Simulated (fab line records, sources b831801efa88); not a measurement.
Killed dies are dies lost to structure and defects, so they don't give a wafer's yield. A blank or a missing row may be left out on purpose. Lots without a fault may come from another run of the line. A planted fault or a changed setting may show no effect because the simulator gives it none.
Split-lot experiment | flow sky130 | 5 lots, 23 wafers read, on a route of 708 steps

THE SPLIT
At SKY_VIA4_CVD_18 (deposits W, target thk 505 nm, time 152.14 s), the setting temp_c was moved away from the recipe's 400 C on 7 of the 23 wafers read, by -2.3% to +2.6%. The other wafers ran this setting at the recipe's value.

FROM THE SPLIT TO THE READING: what the file shows between them, 1 step
- SKY_VIA4_RS_MEAS_19: measures by four-point-probe

THE READING
VIA4_W_THK, in nm, at SKY_VIA4_THK_MEAS_20 (measures by xrf). Fault-free wafers of this fab line usually give 492 nm, standard deviation 5.1 nm.

wafer  | tool, chamber at the split | temp_c as run, C | against the recipe | VIA4_W_THK, nm | against lot-mates on the recipe
L074.2 | cvd_w-01, 0                | 400              | recipe             | 491            | -
L074.3 | cvd_w-01, 0                | 400              | recipe             | 488            | -
L074.4 | cvd_w-01, 1                | 400              | recipe             | 488            | -
L075.1 | cvd_w-01, 0                | 400              | recipe             | 490            | -
L075.2 | cvd_w-01, 1                | 400              | recipe             | 496            | -
L075.3 | cvd_w-01, 0                | 400              | recipe             | 499            | -
L075.5 | cvd_w-01, 0                | 410.6            | +2.6%              | 593            | +98
L075.6 | cvd_w-01, 1                | 410.6            | +2.6%              | 601            | +106
L080.1 | cvd_w-01, 1                | 400              | recipe             | 498            | -
L080.2 | cvd_w-01, 1                | 400              | recipe             | 498            | -
L080.3 | cvd_w-01, 1                | 400              | recipe             | 505            | -
L080.4 | cvd_w-01, 1                | 400              | recipe             | 495            | -
L080.5 | cvd_w-01, 1                | 400              | recipe             | 497            | -
L083.1 | cvd_w-01, 1                | 390.8            | -2.3%              | 413            | -75
L083.2 | cvd_w-01, 0                | 400              | recipe             | 491            | -
L083.3 | cvd_w-01, 0                | 390.8            | -2.3%              | 408            | -80
L083.5 | cvd_w-01, 1                | 400              | recipe             | 490            | -
L083.6 | cvd_w-01, 0                | 400              | recipe             | 483            | -
L085.1 | cvd_w-02, 0                | 410.4            | +2.6%              | 594            | +104
L085.2 | cvd_w-02, 1                | 400              | recipe             | 491            | -
L085.3 | cvd_w-02, 1                | 410.4            | +2.6%              | 584            | +94
L085.4 | cvd_w-02, 0                | 410.4            | +2.6%              | 595            | +105
L085.6 | cvd_w-02, 0                | 400              | recipe             | 489            | -

THE FIT
A straight line over all 23 wafers: VIA4_W_THK changes by +37.6 nm for each +1% of temp_c; r = +0.99; the points scatter about the line by 5.5 nm.
The same after taking each lot's own level away (the mean of its wafers on the recipe; 23 wafers): +37.2 nm for each +1%; r = +1.00; scatter 4.5 nm.
On that fit, the largest move of temp_c shifts the reading by 99 nm.
The lots' own levels span 488.0 to 498.6 nm, that is 2.1 times the standard deviation above.
So the lot-to-lot level changes the slope little: the two slopes agree.
Check: with one of the wafers moved furthest among these (+2.6%) left out of the fit, the line predicts +101 nm for it against its lot-mates. It came out at +98 nm against them.

OTHER SPLITS ON THESE WAFERS
These wafers also went through other splits before the reading. Each is held against what the fit with the lots' levels taken away leaves over:
other split on the same wafers  | wafers away from the commonest value | r with VIA4_W_THK (lot level and that fit taken away)
SKY_METAL4_METAL_ETCH_18 time_s | 11                                   | +0.10
SKY_VIA4_HDPCVD_00 time_s       | 10                                   | -0.38
SKY_VIA4_SOFTBAKE_07 temp_c     | 8                                    | -0.13

THE WHOLE CHAIN: every reading that the file lists as answering this split, in the file's order
step                 | what it does                                                | reading                                                                  | change (the file's fit)              | r (the file's)
SKY_VIA4_CVD_18      | deposits W, target thk 505 nm, time 152.14 s                | W_of_VIA4_CVD_18.thk_nm (the simulator's own value, which no gauge read) | +38.5 nm for each +1% of the setting | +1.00
SKY_VIA4_RS_MEAS_19  | measures by four-point-probe                                | VIA4_W_RS                                                                | -0.0162 for each +1% of the setting  | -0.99
SKY_VIA4_THK_MEAS_20 | measures by xrf                                             | VIA4_W_THK                                                               | +37.2 for each +1% of the setting    | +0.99
SKY_VIA4_CMP_21      | polishes, stops on SiO2, t overpolish 25 s, target thk 0 nm | time_to_endpoint_s                                                       | withheld for each +1% of the setting | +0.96

THE FILE'S OWN FIT
VIA4_W_THK changes by +37.2 nm for each +1% of temp_c, r = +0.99.
